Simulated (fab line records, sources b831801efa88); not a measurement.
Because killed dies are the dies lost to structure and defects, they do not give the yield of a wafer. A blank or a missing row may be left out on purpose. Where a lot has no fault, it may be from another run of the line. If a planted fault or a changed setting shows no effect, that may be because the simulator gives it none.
Code-filled problem report in 8D (eight disciplines) form	flow sky130	the parts of the form that need people (team, actions taken, sign-off) are left out

## 1. THE PROBLEM
Mean of killed-at-contacts at SKY_PAD_OPEN_PROBE_99: 50 over 3 wafers from 1 lot, against 24 (standard deviation 4.8) on wafers with no fault. That is +5.5 standard deviations from the usual mean.
First observed at day 48 21:05: wafer L710.1, on prober-02. The record has a number at this step for 20 wafers belonging to 7 lots. Rule for "out", or "out of limits": more than 4 standard deviations from the usual mean. The rest of the wafers with a number are treated as sound.

## 2. WHAT IT IS; WHAT IT IS NOT
question	is	is not
which readings at this step	killed-at-contacts	killed-at-other, killed-short
which lots	L710	L707, L709, L713, L715, L717, L720
which wafers of those lots	all that have a number	-
read on which tools	prober-02	prober-01
when	from day 48 21:05	up to then (5 sound wafers); but 12 sound wafers of L713, L715, L717, L720 came after

## 3. SUSPECTS, AND WHAT RULES EACH OUT
Counting: a tool at any process step up to the reading remains a suspect when it ran all the lots that are out and ran no sound lot after the first of those.
- wet-bench-04 at SKY_LOCAL_INTERCONNECT_CLEAN_18 (cleans in O3/DIW): kept. It ran the lot that is out, L710 (day 34 15:42), and no sound lot after that.
- pvd-sputter-04 at SKY_METAL5_SPUTTER_00 (material Ti, target thk 15 nm, time 10 s): ruled out as a lasting fault. After its first lot that is out, L710 (day 46 06:35), sound lots L713, L717 ran on it.
- rie-metal-04 at SKY_METAL5_DESCUM_14 (chemistry O2, time 11 s): ruled out as a lasting fault. After its first lot that is out, L710 (day 47 02:26), sound lots L715 ran on it.
- prober-02 at SKY_PAD_OPEN_PROBE_99: ruled out as a lasting fault. After its first lot that is out, L710 (day 48 21:05), sound lots L720 ran on it.
Left after counting: wet-bench-04 at SKY_LOCAL_INTERCONNECT_CLEAN_18.

## 4. THE CAUSE (what the simulator had put in)
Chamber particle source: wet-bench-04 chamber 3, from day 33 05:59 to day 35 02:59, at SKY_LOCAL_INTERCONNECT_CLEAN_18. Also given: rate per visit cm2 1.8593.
This tool alone remained once counting was done.

## 5. THE EFFECT CHAIN, in route order
Rows list readings where the struck wafers' mean (over those with a number) sits beyond 3 standard deviations from the usual. Scope: only readings with a usual standard deviation given in the record; hours: median across lots of the time from each lot's start at the first step in this table that gives one to its start at this step; sigmas: change in usual standard deviations.
hours	step	reading	usual	on struck wafers	change	sigmas
0	SKY_PAD_OPEN_PROBE_99	killed-at-contacts	24	50	+26	+5.5
The process steps in it:
- SKY_PAD_OPEN_PROBE_99

## 6. HOW IT WOULD HAVE BEEN CAUGHT EARLIER
The fault began at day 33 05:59; the first out-of-limits reading in this record came at day 48 21:05, 375 hours later.
By day 48 21:05, every lot that is out (1) had started SKY_LOCAL_INTERCONNECT_CLEAN_18 on wet-bench-04. Holding the tool at that point would not have protected any of them.
